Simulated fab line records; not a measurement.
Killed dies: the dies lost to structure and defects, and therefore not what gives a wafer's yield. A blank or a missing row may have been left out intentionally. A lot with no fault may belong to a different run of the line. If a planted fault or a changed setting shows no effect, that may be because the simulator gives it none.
A lot that was struck, set against a sound lot + flow sky130 + 32 out of 708 route steps
Sound: these wafers, L832.1, L832.2, L832.4. Wafers L846.1, L846.2, L846.3 were the ones struck. The cause comes at the end.
Per side, at each step with rows, come the tool, then ch with its chambers, and then its first start. Under that, the readings that differ: sound wafers + struck wafers + difference of the means + sigmas: that difference in standard deviations of wafers without a fault.
alike: readings with means less than 2 such deviations apart, plus words and numbers identical on both sides. not compared: withheld readings, readings lacking a value on some wafer, bounds such as >300 that could conceal the same value, and numbers that have no deviation in the record and whose values overlap.
Wherever a step has rows on one side only, a row that says differs or no value, or a row with sigmas, the two part there. Numbers that have no deviation but don't overlap get no sigmas and don't part them. A reading that every wafer of one side lacks parts them only if that side has two wafers or more.

SKY_PWDE_OVL_MEAS_07:
  sound on overlay-01, day 5 08:11; struck on overlay-01, day 8 15:23
  alike: PWDE_OVL
after that, 1 step had no rows for these wafers: SKY_PWDE_IMPLANT_08.
SKY_PWDE_STRIP_09: strips in O2/N2.
  sound on plasma asher-02 ch 0,1, day 5 08:22; struck on plasma asher-02 ch 0,1, day 8 15:34
  alike: drypump motor current A, o2 flow sccm, oes product au, strip time to endpoint s
  not compared: rf hours counter h
SKY_PWDE_TW_MEAS_10:
  sound on film metro-01, day 5 08:28; struck on film metro-02, day 8 15:40
| reading | sound             | struck            | difference | sigmas |
|---------|-------------------|-------------------|------------|--------|
| PWDE_TW | 376.3 375.6 375.2 | 380.5 383.1 382.1 | +6.2       | +2     |
then, 7 steps without rows for these wafers: SKY_NWELL_DEHYDRATE_03 (time 60 s); SKY_NWELL_HMDS_04 (prime time 60 s); SKY_NWELL_COAT_05 (resist thk 3000 nm); SKY_NWELL_SOFTBAKE_06; SKY_NWELL_EXPOSE_07 (exposes mask NWM, target cd 840 nm); SKY_NWELL_PEB_08; SKY_NWELL_DEVELOP_09 (develop time 60 s).
SKY_NWELL_OVL_MEAS_10:
  sound on overlay-01, day 6 02:58; struck on overlay-02, day 9 12:31
  alike: NWELL_00_OVL
SKY_NWELL_IMPLANT_11:
  sound on implanter-01 ch 0, day 6 03:01; struck on implanter-01 ch 0, day 9 12:34
| reading            | sound                           | struck                          | difference  | sigmas      |
|--------------------|---------------------------------|---------------------------------|-------------|-------------|
| dose ions cm2      | 1.8981e+13 1.899e+13 1.9001e+13 | 2.8508e+13 2.8487e+13 2.847e+13 | +9.4977e+12 | +99 or more |
| faraday current uA | 109.4 109.6 102.1               | 150.8 160.1 157.1               | +49.0       | +20         |
then, 2 steps without rows for these wafers: SKY_NWELL_IMPLANT_12; SKY_NWELL_IMPLANT_13.
SKY_NWELL_STRIP_14: strips in O2/N2.
  sound on plasma asher-02 ch 0,1, day 6 03:28; struck on plasma asher-03 ch 0,1, day 9 13:01
  alike: drypump motor current A, o2 flow sccm, oes product au, strip time to endpoint s
  not compared: rf hours counter h
SKY_NWELL_TW_MEAS_15:
  sound on film metro-02, day 6 03:34; struck on film metro-01, day 9 13:07
| reading  | sound          | struck         | difference | sigmas |
|----------|----------------|----------------|------------|--------|
| NWELL_TW | 1825 1830 1838 | 2103 2085 2100 | +265       | +22    |
then, 7 steps without rows for these wafers: SKY_NWELL_DEHYDRATE_16 (time 60 s); SKY_NWELL_HMDS_17 (prime time 60 s); SKY_NWELL_COAT_18 (resist thk 3000 nm); SKY_NWELL_SOFTBAKE_19; SKY_NWELL_EXPOSE_20 (exposes mask NWM COMPLEMENT, target cd 840 nm); SKY_NWELL_PEB_21; SKY_NWELL_DEVELOP_22 (develop time 60 s).
SKY_NWELL_OVL_MEAS_23:
  sound on overlay-01, day 6 22:04; struck on overlay-01, day 10 10:38
  alike: NWELL_01_OVL
after that, 1 step had no rows for these wafers: SKY_NWELL_IMPLANT_24.
SKY_NWELL_STRIP_25: strips in O2/N2.
  sound on plasma asher-02 ch 0,1, day 6 22:16; struck on plasma asher-01 ch 0,1, day 10 10:49
  alike: drypump motor current A, o2 flow sccm, oes product au, strip time to endpoint s
  not compared: rf hours counter h
SKY_NWELL_TW_MEAS_26:
  sound on film metro-04, day 6 22:22; struck on film metro-01, day 10 10:55
| reading    | sound             | struck            | difference | sigmas |
|------------|-------------------|-------------------|------------|--------|
| NWELL_2_TW | 495.7 495.1 496.2 | 500.3 501.2 502.4 | +5.6       | +2     |
then, 1 step without rows for these wafers: SKY_NWELL_CLEAN_27 (cleans in SC1/SC2, time 150 s).
SKY_NWELL_RTA_28: time 30 s.
  sound on rtp anneal-01 ch 0, day 6 22:28; struck on rtp anneal-01 ch 0, day 10 11:02
  alike: anneal temp c max, lamp power pct, ramp up c per s, wafer_temp_C_max
SKY_NWELL_RS_MEAS_29: a four-point-probe measurement.
  sound on film metro-01, day 6 22:34; struck on film metro-04, day 10 11:08
| reading           | sound             | struck            | difference | sigmas |
|-------------------|-------------------|-------------------|------------|--------|
| NWELL_RS (ohm/sq) | 626.1 627.5 626.2 | 501.1 501.9 502.9 | -124.6     | -73    |
-- the record jumps here: 40 days lie between the struck wafers' starts before and after (it left off in module NWELL and takes up again in module PAD_OPEN, whose first step shown is number 708 of the route) --
SKY_PAD_OPEN_PROBE_99:
  sound on prober-01, day 47 13:22; struck on prober-01, day 50 11:58
| reading                                 | sound                         | struck                        | difference | sigmas |
|-----------------------------------------|-------------------------------|-------------------------------|------------|--------|
| killed short                            | 38 44 52                      | 33 31 30                      | -13        | -2     |
| model.etest.nfet_16v.r on ohm um        | 1.437e+04 1.444e+04 1.417e+04 | 1.259e+04 1.258e+04 1.265e+04 | -1.720e+03 |        |
| model.etest.pfet_16v.r on ohm um        | 1.536e+04 1.518e+04 1.501e+04 | 1.588e+04 1.584e+04 1.599e+04 | +7.200e+02 |        |
| model.etest.res nwell.line ohm um       | 1173 1166 1140                | 851.8 840.7 852.7             | -311.3     |        |
| model.etest.res nwell.rs ohm sq         | 983.4 954.3 951.4             | 732.5 735.9 741.5             | -226.4     |        |
| model.etest.tip_p_5v.rs ohm sq          | 2863 2868 2867                | 2929 2931 2945                | +69        |        |
| model.etest.res nwell.width nm (nm)     | 835 828.2 829.1               | 863.6 866.5 866.6             | +34.8      |        |
| model.etest.res iso pwell.width nm (nm) | 2666 2657 2650                | 2624 2616 2624                | -36        |        |
  alike: killed_at_M0_to_M3, killed_at_M4_up, killed at contacts, killed at front end, killed at other, killed dies, killed open
  not compared: model.etest.pfet g5v0d10v5.r on ohm um

## WHERE THEY PART
At SKY_PWDE_TW_MEAS_10 first; at SKY_PAD_OPEN_PROBE_99 last (within this record only).

WHY: the cause the simulator had injected
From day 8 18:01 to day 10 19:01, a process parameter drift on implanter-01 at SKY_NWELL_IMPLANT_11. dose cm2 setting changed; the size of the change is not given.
